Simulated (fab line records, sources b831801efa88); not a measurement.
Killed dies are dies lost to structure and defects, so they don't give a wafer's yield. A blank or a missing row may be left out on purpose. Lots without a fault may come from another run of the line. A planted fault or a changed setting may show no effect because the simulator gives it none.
Problem report in the 8D (eight disciplines) form, filled by code | flow gf180mcu | the parts of the form that need people (team, actions taken, sign-off) are left out

1. THE PROBLEM
heater_power_total_W at GF_V4_SOFTBAKE_10 reads a mean of 91.33 W on 6 wafers of 2 lots; wafers without a fault read 93.05 W with a standard deviation of 0.063. That is -27 standard deviations from the usual mean.
The step: time 60 s.
First seen on wafer L515.4, day 27 09:00, on litho_track-03. The record holds 39 wafers of 13 lots with a number at this step. Rule for "out", or "out of limits": more than 4 standard deviations from the usual mean. The other wafers with a number count as sound.

2. WHAT IT IS AND WHAT IT IS NOT
question                    | is                                 | is not
which readings at this step | heater_power_total_W, plate_temp_C | -
which lots                  | L515, L516                         | L505, L506, L507, L508, L510, L511, L521, L523, L525, L526, L527
which wafers of those lots  | all that have a number             | -
read on which tools         | litho_track-03                     | litho_track-01
when                        | from day 27 09:00                  | up to then (18 sound wafers); but 15 sound wafers of L521, L523, L525, L526, L527 came after

3. SUSPECTS, AND WHAT RULES EACH OUT
Counting: a tool at a process step up to the reading stays a suspect if it ran every lot that is out and no sound lot after the first of them.
- pvd_sputter-02 at GF_M4_SPUTTER_02 (material AlCu, target thk 450 nm, time 23.9 s): ruled out as a lasting fault. Sound lots L525 ran on it after its first lot that is out, L515 (day 26 01:22).
- litho_track-03 at GF_V4_SOFTBAKE_10 (time 60 s): ruled out as a lasting fault. Sound lots L525, L526, L527 ran on it after its first lot that is out, L515 (day 27 09:00).
Left after counting: nothing in the record.

4. THE CAUSE (what the simulator had put in)
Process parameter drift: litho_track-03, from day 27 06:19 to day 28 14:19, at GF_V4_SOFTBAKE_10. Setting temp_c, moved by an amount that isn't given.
Counting ruled it out, wrongly.

5. THE CHAIN OF EFFECTS, in route order
Each row: a reading whose mean over the struck wafers that have a number lies more than 3 standard deviations from the usual. Only readings for which the record gives a usual standard deviation are gone through. hours: the time from each lot's start at the first step in this table that gives one to its start at this step, as a median over the lots. sigmas: the change in usual standard deviations.
hours | step              | reading              | usual    | on struck wafers | change | sigmas
0     | GF_V4_SOFTBAKE_10 | heater_power_total_W | 93.05 W  | 91.33            | -1.72  | -27
0     | GF_V4_SOFTBAKE_10 | plate_temp_C         | 129.99 C | 128.20           | -1.79  | -18
The process steps in it:
- GF_V4_SOFTBAKE_10: time 60 s.
Later measuring or inspecting steps at which every struck wafer that the step has a row for has a number for every such reading, and none has moved that far: GF_V4_CD_MEAS_14.

6. WHAT WOULD HAVE CAUGHT IT SOONER
In this record the first reading out of limits was taken at day 27 09:00, 3 hours after the fault began at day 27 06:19.
